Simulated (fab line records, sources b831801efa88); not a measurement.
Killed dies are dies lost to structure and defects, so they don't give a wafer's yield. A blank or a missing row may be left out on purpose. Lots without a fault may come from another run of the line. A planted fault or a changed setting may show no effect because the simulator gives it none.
fab line records | flow sky130
record lots=12 wafers=36 last_day=51
route steps=708 shown LDD_LDN@302 LI_CONTACT@362 LOCAL_INTERCONNECT@388
lots that met no fault: from a run of the same line without faults
start_h: hours from the record's first day to the start of the lot's first wafer shown | wait_h: hours since the lot's step before | " the same as in the row above | L1.1+2: a row that stands for several wafers | - no value, or no start given | * or withheld: withheld | < > ~ a bound
route shown NAME@n: a module of which the file shows steps, and the number in the route of the first | usual: mean/standard deviation of fault-free wafers | same: alike in all rows | chamber/n: place in a boat | sites: the reading at each site | _std_site: their standard deviation | _edge_site: outer sites' mean less inner sites' | radius_mm: how far each site lies from the wafer's centre | mask NAME#n: copy n | behind: the tool/chamber that last shaped the wafer | hold: why the lot was held/for how many hours/how that ended | device: the transistor (n, p or np) that didn't switch | end of line: the same wafers' tests at the end of the route | a step without rows: its recipe alone | killed: dies lost to structure and defects at the first sort, not the wafer's yield | map: a wafer's dies, x killed, . not, _ none there
set.NAME: the setting as run; set.NAME@STEP: as run at that earlier step | model.NAME: the simulator's own value behind a step, which no gauge read
steps of the route over a sample of lots; a table a step, a row a wafer
services: from which hour (start_h, from the record's first day; less than 0 if before it) a tool's chamber was out of use, for how many hours, and why
## steps
# step SKY_LDD_LDN_TW_MEAS_13
# usual LDD_LDN_TW=1464/7.1
# columns lot.wafer tool chamber start_h wait_h LDD_LDN_TW
L847.1 film_metro-03 - 545.84 0.1 1468
L847.2 " - " " 1468
L847.6 " - " " 1469
L848.1 film_metro-01 - 551.03 0.1 1463
L848.3 " - " " 1470
L848.6 " - " " 1466
L850.3 film_metro-03 - 568.04 0.1 1454
L850.5 " - " " 1465
L850.6 " - " " 1457
L851.1 film_metro-03 - 588.88 0.1 1461
L851.2 " - " " 1462
L851.6 " - " " 1468
L853.1 film_metro-01 - 605.37 0.1 1477
L853.3 " - " " 1475
L853.5 " - " " 1477
L855.1 film_metro-02 - 613.62 0.1 1455
L855.2 " - " " 1458
L855.5 " - " " 1462
L857.1 film_metro-01 - 624.68 0.1 1457
L857.4 " - " " 1459
L857.6 " - " " 1455
L865.2 film_metro-02 - 682.10 0.2 1462
L865.5 " - " " 1472
L865.6 " - " " 1462
L867.2 film_metro-03 - 695.34 0.1 1461
L867.3 " - " " 1462
L867.6 " - " " 1458
L868.3 film_metro-01 - 701.99 0.1 1475
L868.4 " - " " 1473
L868.5 " - " " 1469
L869.1 film_metro-01 - 704.22 0.1 1467
L869.2 " - " " 1469
L869.4 " - " " 1469
L870.4 film_metro-01 - 717.65 0.1 1468
L870.5 " - " " 1470
L870.6 " - " " 1464
# step SKY_LI_CONTACT_HDPCVD_00
# recipe material=PSG target_thk_nm=930 sigma_open_frac=0.3 time_s=155 temp_c=600 sih4_flow_sccm=60 pressure_mtorr=6
# usual run_length_s=183.2/0.34 sih4_flow_sccm=59.99/0.19
# columns lot.wafer tool chamber start_h wait_h run_length_s sih4_flow_sccm
L847.1 hdpcvd-02 2 664.55 0.0 182.6 59.54
L847.2 " 0 " " 182.6 59.90
L847.6 " 2 " " 182.9 59.70
L848.1 hdpcvd-01 1 672.46 0.0 183.1 59.83
L848.3 " 0 " " 182.8 59.97
L848.6 " 1 " " 183.5 60.03
L850.3 hdpcvd-01 0 686.96 0.0 183.0 59.84
L850.5 " 1 " " 184.1 59.80
L850.6 " 2 " " 183.4 60.13
L851.1 hdpcvd-02 1 707.16 0.0 183.5 60.14
L851.2 " 0 " " 183.3 59.92
L851.6 " 0 " " 182.8 59.85
L853.1 hdpcvd-02 1 722.81 0.0 183.2 60.08
L853.3 " 0 " " 183.1 59.87
L853.5 " 2 " " 182.6 59.95
L855.1 hdpcvd-02 1 739.33 0.0 156.7 59.63
L855.2 " 0 " " 156.2 59.74
L855.5 " 1 " " 157.0 60.07
L857.1 hdpcvd-02 0 744.33 0.0 156.0 60.08
L857.4 " 0 " " 156.0 60.00
L857.6 " 2 " " 156.5 60.04
L865.2 hdpcvd-01 2 796.41 0.0 183.1 59.94
L865.5 " 2 " " 182.9 60.14
L865.6 " 1 " " 183.5 59.93
L867.2 hdpcvd-01 2 810.77 0.0 183.0 60.06
L867.3 " 0 " " 183.0 59.91
L867.6 " 1 " " 183.1 60.13
L868.3 hdpcvd-01 0 814.91 0.0 182.9 59.83
L868.4 " 2 " " 183.4 60.12
L868.5 " 0 " " 183.1 59.94
L869.1 hdpcvd-01 1 819.97 0.0 183.5 59.55
L869.2 " 0 " " 183.1 60.16
L869.4 " 1 " " 183.1 59.51
L870.4 hdpcvd-02 0 833.66 0.1 182.8 59.94
L870.5 " 2 " " 182.7 60.14
L870.6 " 1 " " 183.0 60.17
# step SKY_LI_CONTACT_THK_MEAS_01
# recipe reads=PSG_of_LI_CONTACT_HDPCVD_00
# usual LI_CONTACT_HDPCVD_THK=933/9.4
# columns lot.wafer tool chamber start_h wait_h LI_CONTACT_HDPCVD_THK[nm]
L847.1 film_metro-02 - 664.66 0.1 929
L847.2 " - " " 927
L847.6 " - " " 922
L848.1 film_metro-02 - 672.56 0.1 939
L848.3 " - " " 939
L848.6 " - " " 946
L850.3 film_metro-04 - 687.08 0.1 933
L850.5 " - " " 930
L850.6 " - " " 916
L851.1 film_metro-02 - 707.26 0.1 916
L851.2 " - " " 939
L851.6 " - " " 942
L853.1 film_metro-03 - 722.91 0.1 920
L853.3 " - " " 940
L853.5 " - " " 936
L855.1 film_metro-02 - 739.44 0.1 781
L855.2 " - " " 782
L855.5 " - " " 768
L857.1 film_metro-04 - 744.43 0.1 776
L857.4 " - " " 772
L857.6 " - " " 777
L865.2 film_metro-04 - 796.52 0.1 931
L865.5 " - " " 937
L865.6 " - " " 937
L867.2 film_metro-03 - 810.88 0.1 944
L867.3 " - " " 934
L867.6 " - " " 936
L868.3 film_metro-03 - 815.03 0.1 926
L868.4 " - " " 919
L868.5 " - " " 939
L869.1 film_metro-03 - 820.08 0.1 930
L869.2 " - " " 933
L869.4 " - " " 931
L870.4 film_metro-04 - 833.74 0.0 939
L870.5 " - " " 931
L870.6 " - " " 929
# step SKY_LI_CONTACT_CMP_02
# recipe material=PSG down_force_psi=4 platen_rpm=60 pad_velocity_m_s=0.94248
# usual motor_current_A=11.7/0.75 retaining_ring_pressure_frac=1.000/0.0056 slurry_flow_ml_min=150.1/0.43 time_to_endpoint_s=32.7/2.6
# columns lot.wafer tool chamber start_h wait_h motor_current_A retaining_ring_pressure_frac slurry_flow_ml_min time_to_endpoint_s
L847.2 cmp-01 0 664.77 0.1 10.1 0.996 150.1 31.9
L847.1 " 2 " " 11.5 1.000 149.9 32.7
L847.6 " 0 " " 10.7 0.996 149.8 34.4
L848.3 cmp-02 3 672.62 0.0 12.7 1.005 150.2 31.6
L848.1 " 2 " " 12.7 0.999 150.1 31.5
L848.6 " 0 " " 11.4 0.994 150.8 31.1
L850.3 cmp-02 1 689.59 2.5 11.8 1.003 149.6 33.1
L850.5 " 1 " " 12.3 0.998 149.7 30.7
L850.6 " 2 " " 12.5 0.998 150.5 28.6
L851.2 cmp-01 2 707.42 0.1 12.0 0.993 149.7 34.1
L851.1 " 3 " " 12.3 1.003 150.6 30.0
L851.6 " 0 " " 10.0 1.009 149.9 36.6
L853.3 cmp-02 3 723.07 0.1 11.7 1.004 150.2 33.9
L853.1 " 0 " " 11.5 0.990 149.6 31.7
L853.5 " 2 " " 12.7 1.004 150.7 29.1
L855.2 cmp-01 1 739.50 0.0 11.4 1.001 149.8 16.6
L855.1 " 2 " " 11.8 0.995 150.0 13.8
L855.5 " 1 " " 11.2 1.007 149.7 17.9
L857.1 cmp-01 0 744.91 0.5 9.9 0.995 149.9 17.7
L857.4 " 3 " " 12.1 0.996 150.2 14.2
L857.6 " 0 " " 10.6 0.996 149.8 18.1
L865.2 cmp-02 0 796.57 0.0 11.5 0.988 150.1 33.7
L865.5 " 0 " " 11.2 0.994 150.9 35.6
L865.6 " 1 " " 11.6 1.004 150.3 34.5
L867.3 cmp-02 1 810.98 0.1 11.5 1.006 149.9 34.1
L867.2 " 3 " " 11.6 0.995 150.6 37.0
L867.6 " 0 " " 11.3 0.990 150.3 33.5
L868.4 cmp-02 3 815.17 0.1 12.5 1.007 150.9 32.9
L868.3 " 0 " " 12.0 1.004 150.4 33.4
L868.5 " 1 " " 12.6 1.005 149.7 33.4
L869.2 cmp-01 3 824.22 4.1 12.7 0.998 150.3 29.2
L869.1 " 0 " " 10.5 0.998 150.3 36.3
L869.4 " 1 " " 10.9 1.002 150.4 37.9
L870.4 cmp-01 1 833.87 0.1 11.5 0.996 150.5 37.2
L870.5 " 3 " " 12.3 0.998 149.3 31.8
L870.6 " 0 " " 10.1 1.001 150.6 38.5
# step SKY_LOCAL_INTERCONNECT_RS_MEAS_01
# recipe thk_meas_gauge=four-point-probe reads=TiN_of_LOCAL_INTERCONNECT_SPUTTER_00
# usual LOCAL_INTERCONNECT_TIN_RS=14.20/0.16
# columns lot.wafer tool chamber start_h wait_h LOCAL_INTERCONNECT_TIN_RS[ohm/sq]
L847.1 film_metro-04 - 695.37 0.0 14.25
L847.2 " - " " 14.41
L847.6 " - " " 14.31
L848.1 film_metro-01 - 702.74 0.0 13.97
L848.3 " - " " 13.86
L848.6 " - " " 13.87
L850.3 film_metro-02 - 719.06 0.1 14.10
L850.5 " - " " 14.09
L850.6 " - " " 14.41
L851.1 film_metro-01 - 737.36 0.0 13.91
L851.2 " - " " 13.88
L851.6 " - " " 13.90
L853.1 film_metro-01 - 752.57 0.0 14.15
L853.3 " - " " 14.09
L853.5 " - " " 14.07
L855.1 film_metro-02 - 769.72 0.0 13.90
L855.2 " - " " 13.90
L855.5 " - " " 13.93
L857.1 film_metro-01 - 773.95 0.0 14.32
L857.4 " - " " 14.40
L857.6 " - " " 14.40
L865.2 film_metro-01 - 826.03 0.1 14.21
L865.5 " - " " 14.24
L865.6 " - " " 14.34
L867.2 film_metro-01 - 838.59 0.1 14.17
L867.3 " - " " 14.31
L867.6 " - " " 14.27
L868.3 film_metro-02 - 844.28 0.1 14.42
L868.4 " - " " 14.02
L868.5 " - " " 14.33
L869.1 film_metro-04 - 852.97 0.0 14.36
L869.2 " - " " 14.28
L869.4 " - " " 14.15
L870.4 film_metro-04 - 863.66 0.1 14.38
L870.5 " - " " 14.30
L870.6 " - " " 14.26
# step SKY_LOCAL_INTERCONNECT_THK_MEAS_02
# recipe thk_meas_gauge=xrf reads=TiN_of_LOCAL_INTERCONNECT_SPUTTER_00
# usual LOCAL_INTERCONNECT_TIN_THK=98.7/1.4
# columns lot.wafer tool chamber start_h wait_h LOCAL_INTERCONNECT_TIN_THK[nm]
L847.1 film_metro-04 - 695.49 0.1 97.3
L847.2 " - " " 96.8
L847.6 " - " " 97.0
L848.1 film_metro-01 - 702.86 0.1 100.0
L848.3 " - " " 101.2
L848.6 " - " " 101.1
L850.3 film_metro-02 - 719.16 0.1 100.7
L850.5 " - " " 101.1
L850.6 " - " " 98.3
L851.1 film_metro-01 - 737.48 0.1 100.4
L851.2 " - " " 100.5
L851.6 " - " " 100.4
L853.1 film_metro-01 - 752.69 0.1 98.5
L853.3 " - " " 99.8
L853.5 " - " " 100.0
L855.1 film_metro-02 - 769.84 0.1 101.6
L855.2 " - " " 101.8
L855.5 " - " " 101.5
L857.1 film_metro-01 - 774.07 0.1 97.3
L857.4 " - " " 96.9
L857.6 " - " " 96.6
L865.2 film_metro-01 - 826.14 0.1 97.9
L865.5 " - " " 98.6
L865.6 " - " " 98.3
L867.2 film_metro-01 - 838.70 0.1 98.7
L867.3 " - " " 97.9
L867.6 " - " " 97.6
L868.3 film_metro-02 - 844.38 0.1 98.6
L868.4 " - " " 100.6
L868.5 " - " " 98.4
L869.1 film_metro-04 - 853.09 0.1 97.0
L869.2 " - " " 98.3
L869.4 " - " " 98.7
L870.4 film_metro-04 - 863.75 0.1 97.1
L870.5 " - " " 97.4
L870.6 " - " " 97.8
## services
# columns tool chamber start_h hours kind
hdpcvd-01 - 643.94 0.8 pm
hdpcvd-02 - 647.56 1.6 repair
hdpcvd-01 - 650.75 15.0 pm
hdpcvd-01 0 650.75 15.0 vent_cycle
hdpcvd-01 1 650.75 15.0 vent_cycle
hdpcvd-01 2 650.75 15.0 vent_cycle
cmp-02 - 653.47 0.2 repair
cmp-02 - 658.15 0.4 repair
cmp-02 - 658.55 8.2 pm
hdpcvd-01 0 665.75 - clean
hdpcvd-01 1 665.75 - clean
hdpcvd-01 2 665.75 - clean
cmp-01 - 686.30 4.0 pm
cmp-02 - 711.32 4.3 repair
hdpcvd-01 - 718.50 5.5 pm
hdpcvd-01 - 742.69 4.3 pm
cmp-02 - 744.00 4.0 pm
hdpcvd-02 - 745.12 2.1 repair
hdpcvd-01 2 754.49 15.6 repair
cmp-01 - 759.02 2.1 repair
cmp-01 - 784.23 1.7 repair
hdpcvd-02 0 789.12 5.7 repair
cmp-02 - 817.50 8.1 pm
cmp-01 - 819.18 3.8 repair
## key
first_sign step=SKY_LI_CONTACT_HDPCVD_00 reading=run_length_s direction=down sigmas=80 usual=* struck=*
effect step=SKY_LI_CONTACT_THK_MEAS_01 reading=LI_CONTACT_HDPCVD_THK direction=down sigmas=17 usual=933 struck=776
effect step=SKY_LI_CONTACT_CMP_02 reading=time_to_endpoint_s direction=down sigmas=6.4 usual=* struck=*
met_at SKY_LI_CONTACT_HDPCVD_00
struck_lots L855,L857
tester_left_out L855,L857
not_acting_at SKY_LDD_LDN_TW_MEAS_13,SKY_LOCAL_INTERCONNECT_RS_MEAS_01,SKY_LOCAL_INTERCONNECT_THK_MEAS_02
onset_between 722.81 739.33
fault kind=process_parameter_drift tool=hdpcvd-02 chamber=- onset_h=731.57 steps=SKY_LI_CONTACT_HDPCVD_00 channel=time_s offset=* shape=step end_h=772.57 acts_in=* stated=*
# tester_left_out: of these lots the tester's yield and bins aren't shown, on N5 and GAA mostly nor the transistor test; their killed dies are dies lost to structure and defects alone, not to doping, threshold or leakage, so they don't give the yield
